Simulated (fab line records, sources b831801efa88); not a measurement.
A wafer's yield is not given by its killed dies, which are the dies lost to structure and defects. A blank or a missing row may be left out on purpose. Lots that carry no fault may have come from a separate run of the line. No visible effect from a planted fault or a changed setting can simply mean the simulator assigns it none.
The tool behind it: which one? ; flow sky130 ; 24 lots, 72 wafers sampled, at 5 steps of a route of 708

WHAT EACH GAUGE READ, for each wafer
SKY_NWELL_TW_MEAS_15.
lot;measured;on;NWELL_TW
L074;day 5 00:18;film metro-02;1835 1832 1833
L075;day 5 06:47;film metro-04;1833 1838 1827
L076;day 5 07:26;film metro-03;1825 1825 1823
L077;day 5 12:36;film metro-04;1833 1846 1840
L078;day 5 16:21;film metro-03;1839 1828 1817
L079;day 5 18:43;film metro-03;1818 1824 1809
L080;day 6 01:38;film metro-03;1806 1805 1808
L081;day 6 08:09;film metro-03;1815 1807 1811
L083;day 6 15:22;film metro-02;1844 1842 1843
L082;day 6 16:41;film metro-04;1840 1830 1842
L084;day 6 23:21;film metro-03;1813 1819 1808
L085;day 7 04:43;film metro-04;1840 1826 1826
L086;day 7 15:44;film metro-03;1808 1814 1822
L087;day 7 23:46;film metro-03;1810 1821 1814
L088;day 8 05:53;film metro-04;1842 1845 1841
L089;day 8 07:01;film metro-03;1809 1809 1810
L090;day 8 11:21;film metro-04;1858 1849 1855
L091;day 8 17:36;film metro-02;1854 1844 1849
L092;day 9 06:05;film metro-04;1835 1845 1849
L093;day 9 13:53;film metro-02;1848 1845 1837
L094;day 9 15:38;film metro-04;1832 1835 1835
L095;day 9 18:46;film metro-04;1839 1828 1834
L096;day 10 02:51;film metro-04;1843 1846 1837
L097;day 10 05:14;film metro-03;1810 1815 1810

SKY_VT_ADJUST_HVTP_CD_MEAS_07: target cd 380 nm.
lot;measured;on;cd nm (nm)
L074;day 6 12:15;cd sem-02;382.0 383.4 380.5
L075;day 6 18:57;cd sem-02;380.7 381.9 379.5
L076;day 6 20:39;cd sem-01;383.2 384.1 385.9
L077;day 7 03:13;cd sem-02;382.5 384.9 383.4
L078;day 7 07:01;cd sem-02;380.0 383.0 380.9
L079;day 7 09:56;cd sem-01;378.1 378.5 378.4
L080;day 7 16:27;cd sem-01;378.4 377.7 378.2
L081;day 8 00:50;cd sem-02;373.4 377.1 379.0
L083;day 8 07:41;cd sem-01;379.5 377.1 381.1
L082;day 8 09:24;cd sem-02;376.0 376.6 376.1
L084;day 8 17:08;cd sem-02;379.6 383.1 380.6
L085;day 8 23:36;cd sem-02;378.9 380.1 379.7
L086;day 9 11:17;cd sem-02;385.1 384.9 381.1
L087;day 9 19:48;cd sem-01;381.8 383.5 380.7
L088;day 10 03:39;cd sem-01;382.5 383.5 385.0
L089;day 10 05:49;cd sem-02;377.8 377.0 379.9
L090;day 10 09:02;cd sem-01;383.0 380.3 381.9
L091;day 10 15:53;cd sem-02;376.9 377.2 378.2
L092;day 11 05:48;cd sem-02;383.8 383.2 384.3
L093;day 11 13:51;cd sem-01;384.4 383.7 380.4
L094;day 11 15:03;cd sem-01;380.0 380.2 381.0
L095;day 11 19:47;cd sem-02;378.7 379.9 376.3
L096;day 12 04:03;cd sem-02;379.6 378.3 377.1
L097;day 12 07:39;cd sem-02;382.7 380.6 379.7

SKY_VIA3_RS_MEAS_22: uses a four-point probe to measure.
lot;measured;on;VIA3_W_RS (ohm/sq)
L074;day 40 10:01;film metro-01;0.294 0.290 0.292
L075;day 40 22:28;film metro-02;0.302 0.301 0.296
L076;day 40 18:52;film metro-02;0.293 0.287 0.293
L077;day 41 02:30;film metro-01;0.292 0.298 0.293
L078;day 41 09:25;film metro-02;0.291 0.293 0.291
L079;day 41 13:31;film metro-01;0.299 0.301 0.297
L080;day 41 17:18;film metro-03;0.292 0.292 0.291
L081;day 42 06:59;film metro-03;0.289 0.291 0.289
L083;day 42 13:17;film metro-01;0.290 0.297 0.292
L082;day 42 15:24;film metro-02;0.295 0.295 0.291
L084;day 42 22:14;film metro-02;0.293 0.289 0.294
L085;day 43 00:21;film metro-03;0.299 0.300 0.294
L086;day 43 15:29;film metro-02;0.296 0.295 0.295
L087;day 44 01:11;film metro-02;0.291 0.290 0.293
L088;day 44 07:26;film metro-01;0.294 0.296 0.296
L089;day 44 09:42;film metro-02;0.296 0.295 0.294
L090;day 44 11:19;film metro-01;0.293 0.293 0.292
L091;day 44 23:38;film metro-03;0.293 0.296 0.294
L092;day 45 05:17;film metro-01;0.292 0.290 0.288
L093;day 45 13:57;film metro-01;0.294 0.291 0.292
L094;day 45 17:03;film metro-01;0.290 0.286 0.294
L095;day 45 22:01;film metro-03;0.294 0.296 0.297
L096;day 46 02:06;film metro-02;0.288 0.293 0.296
L097;day 46 02:52;film metro-03;0.299 0.295 0.297

WHAT TOOL EACH LOT RAN ON (gives the tool, then ch and the chambers of the sampled wafers, and finally the start)
lot;SKY_POLY_CUT_STRIP_12;SKY_METAL1_DESCUM_17
L074;plasma asher-02 ch 0, day 25 04:30;rie metal-02 ch 0,1, day 33 13:13
L075;plasma asher-02 ch 0,1, day 25 16:17;rie metal-03 ch 0,1, day 34 03:08
L076;plasma asher-03 ch 0,1, day 25 13:27;rie metal-04 ch 0,1, day 33 21:34
L077;plasma asher-01 ch 0,1, day 26 00:31;rie metal-04 ch 0,1, day 34 08:21
L078;plasma asher-01 ch 0,1, day 26 06:30;rie metal-04 ch 0,1, day 34 16:45
L079;plasma asher-02 ch 0,1, day 26 12:38;rie metal-02 ch 0,1, day 34 18:49
L080;plasma asher-03 ch 0,1, day 26 19:06;rie metal-03 ch 0,1, day 34 23:40
L081;plasma asher-02 ch 0,1, day 27 08:06;rie metal-04 ch 0,1, day 35 14:50
L083;plasma asher-03 ch 0,1, day 27 20:18;rie metal-03 ch 0,1, day 35 22:29
L082;plasma asher-01 ch 0,1, day 27 20:39;rie metal-04 ch 0,1, day 36 00:35
L084;plasma asher-02 ch 0,1, day 28 01:48;rie metal-04 ch 0, day 36 07:26
L085;plasma asher-02 ch 0,1, day 28 07:43;rie metal-02 ch 0,1, day 36 09:58
L086;plasma asher-01 ch 0,1, day 29 00:35;rie metal-04 ch 0,1, day 37 03:14
L087;plasma asher-02 ch 0,1, day 29 14:33;rie metal-03 ch 0,1, day 37 14:05
L088;plasma asher-02 ch 0,1, day 29 18:44;rie metal-02 ch 0,1, day 37 20:29
L089;plasma asher-01 ch 0,1, day 30 00:02;rie metal-03 ch 0,1, day 38 01:45
L090;plasma asher-01 ch 0,1, day 30 00:57;rie metal-02 ch 0,1, day 38 02:05
L091;plasma asher-03 ch 0,1, day 30 12:04;rie metal-02 ch 0,1, day 38 12:35
L092;plasma asher-03 ch 0,1, day 30 23:15;rie metal-03 ch 0, day 38 22:59
L093;plasma asher-03 ch 1, day 31 09:44;rie metal-04 ch 1, day 39 09:08
L094;plasma asher-01 ch 0,1, day 31 16:25;rie metal-02 ch 0,1, day 39 14:23
L095;plasma asher-03 ch 0,1, day 31 20:16;rie metal-02 ch 0,1, day 39 18:02
L096;plasma asher-03 ch 0,1, day 32 00:03;rie metal-02 ch 0,1, day 39 22:29
L097;plasma asher-01 ch 0, day 32 02:23;rie metal-04 ch 0,1, day 39 23:43
- SKY_POLY_CUT_STRIP_12: strips in O2/N2.
- SKY_METAL1_DESCUM_17: chemistry O2, time 8 s.

AS READ BY THE TOOLS THEMSELVES (means over the sampled wafers that have a number; for cases with no such wafer, the mark the record gives instead)
SKY_POLY_CUT_STRIP_12.
lot;tool;chamber pressure mTorr (mTorr);drypump motor current A (A);oes product au (a.u.);strip time to endpoint s (s)
L074;plasma asher-02;1500.1;6.1;0.447;5.360
L075;plasma asher-02;1500.0;6.3;0.454;5.356
L076;plasma asher-03;1500.2;5.5;0.451;5.345
L077;plasma asher-01;1500.8;5.9;0.452;5.335
L078;plasma asher-01;1498.6;5.6;0.449;5.341
L079;plasma asher-02;1499.5;6.2;0.451;5.346
L080;plasma asher-03;1499.9;5.4;0.450;5.378
L081;plasma asher-02;1500.4;6.3;0.454;5.353
L083;plasma asher-03;1499.5;5.4;0.454;5.339
L082;plasma asher-01;1500.8;5.6;0.456;5.352
L084;plasma asher-02;1500.9;6.2;0.455;5.343
L085;plasma asher-02;1501.1;6.4;0.451;5.362
L086;plasma asher-01;1500.3;5.6;0.449;5.336
L087;plasma asher-02;1499.6;6.2;0.449;5.336
L088;plasma asher-02;1499.4;6.4;0.447;5.351
L089;plasma asher-01;1499.9;5.9;0.452;5.353
L090;plasma asher-01;1499.8;5.9;0.451;5.349
L091;plasma asher-03;1499.5;5.5;0.453;5.346
L092;plasma asher-03;1500.3;5.4;0.446;5.360
L093;plasma asher-03;1499.5;5.5;0.451;5.357
L094;plasma asher-01;1500.3;5.6;0.451;5.373
L095;plasma asher-03;1500.4;5.4;0.451;5.379
L096;plasma asher-03;1499.8;5.4;0.453;5.332
L097;plasma asher-01;1498.4;5.4;0.456;5.371

SKY_METAL1_DESCUM_17.
lot;tool;chamber pressure mTorr (mTorr);drypump motor current A (A);oes product au (a.u.);rf fwd power W (W)
L074;rie metal-02;10.006;5.6;0.995;147.4
L075;rie metal-03;9.994;5.6;1.006;147.1
L076;rie metal-04;9.997;5.4;0.998;147.2
L077;rie metal-04;10.007;5.7;1.007;147.7
L078;rie metal-04;10.005;5.4;0.996;147.3
L079;rie metal-02;10.004;5.6;1.000;147.7
L080;rie metal-03;9.987;5.4;1.002;147.5
L081;rie metal-04;10.000;5.7;1.004;148.0
L083;rie metal-03;10.000;5.6;1.007;146.8
L082;rie metal-04;10.000;5.4;0.998;147.6
L084;rie metal-04;9.993;6.1;1.002;148.3
L085;rie metal-02;10.001;5.1;0.986;147.1
L086;rie metal-04;10.002;5.7;1.008;147.3
L087;rie metal-03;9.999;5.6;1.004;147.0
L088;rie metal-02;10.005;5.1;0.990;147.4
L089;rie metal-03;10.012;5.4;1.003;146.5
L090;rie metal-02;10.003;5.1;0.991;146.8
L091;rie metal-02;9.996;5.5;1.002;147.2
L092;rie metal-03;10.003;5.8;1.008;147.6
L093;rie metal-04;10.005;5.0;1.000;146.8
L094;rie metal-02;9.999;5.6;1.000;147.6
L095;rie metal-02;9.999;5.1;1.006;147.3
L096;rie metal-02;10.000;5.6;1.000;147.5
L097;rie metal-04;10.000;5.7;1.006;148.2

THE ANSWER, worked out from the rows above alone
Rule: what is usual is taken from the lots themselves. The widest of any qualifying gaps counts: lots, ordered by their means at a reading, are off when they make up no more than a third of the lots, leave a main group of 4 or more, and stand apart from it by 3 or more times the standard deviation of that group's means. If all means in a main group match to the digits the tables above print for the reading, that group is not used. A lot without any number at a reading at which 4 lots or more have one is off too. All remaining lots with rows at the step are treated as sound. First the gauges in route order, then the tools' own readings, where a lot's mean is used as printed above. The first step at which some lot is off is used, and at that step the reading that is off furthest; a lot without a number counts as furthest.
No lot is off on any of the readings shown, so nothing can be concluded from this.

WHAT WAS PUT IN BY THE SIMULATOR
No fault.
